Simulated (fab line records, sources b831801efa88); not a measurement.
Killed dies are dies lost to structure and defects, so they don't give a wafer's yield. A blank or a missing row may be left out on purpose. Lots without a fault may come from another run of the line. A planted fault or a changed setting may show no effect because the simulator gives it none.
Which tool did it? | flow sky130 | 6 lots, 18 wafers sampled, at 2 steps of a route of 708

WHAT THE GAUGES READ, wafer by wafer
SKY_VT_ADJUST_LVTN_TW_MEAS_21.
lot  | measured     | on            | VT_ADJUST_LVTN_2_TW
L643 | day 7 22:29  | film_metro-02 | 185.7 185.7 187.0
L648 | day 9 11:49  | film_metro-02 | 186.2 186.2 186.0
L650 | day 9 22:55  | film_metro-01 | 190.5 190.8 190.9
L654 | day 10 22:37 | film_metro-01 | 190.7 189.3 190.4
L661 | day 13 02:10 | film_metro-03 | 187.5 207.2 187.0
L664 | day 14 14:10 | film_metro-03 | 189.6 188.1 189.2

WHICH TOOL RAN EACH LOT (tool, then ch and the chambers of the sampled wafers, then the start)
lot  | SKY_VT_ADJUST_LVTN_IMPLANT_19
L643 | implanter-01 ch 0, day 7 22:15
L648 | implanter-04 ch 0, day 9 11:34
L650 | implanter-04 ch 0, day 9 22:40
L654 | implanter-01 ch 0, day 10 22:22
L661 | implanter-04 ch 0, day 13 01:55
L664 | implanter-01 ch 0, day 14 13:56
- SKY_VT_ADJUST_LVTN_IMPLANT_19

THE ANSWER, worked out from the rows above alone
Rule: what is usual is taken from the lots themselves. Put in order of their means at a reading, lots are off if they are a third of the lots or fewer, leave a main group of 4 or more, and stand apart from it by a gap of 3 or more times the standard deviation of the main group's means; of several such gaps the widest counts. A main group whose means are all the same, to the digits that the tables above print for the reading, isn't used. A lot without any number at a reading at which 4 lots or more have one is off too. The other lots that the step has rows for count as sound.
No lot is off at any reading shown: from this, nothing can be told.

WHAT THE SIMULATOR HAD PUT IN
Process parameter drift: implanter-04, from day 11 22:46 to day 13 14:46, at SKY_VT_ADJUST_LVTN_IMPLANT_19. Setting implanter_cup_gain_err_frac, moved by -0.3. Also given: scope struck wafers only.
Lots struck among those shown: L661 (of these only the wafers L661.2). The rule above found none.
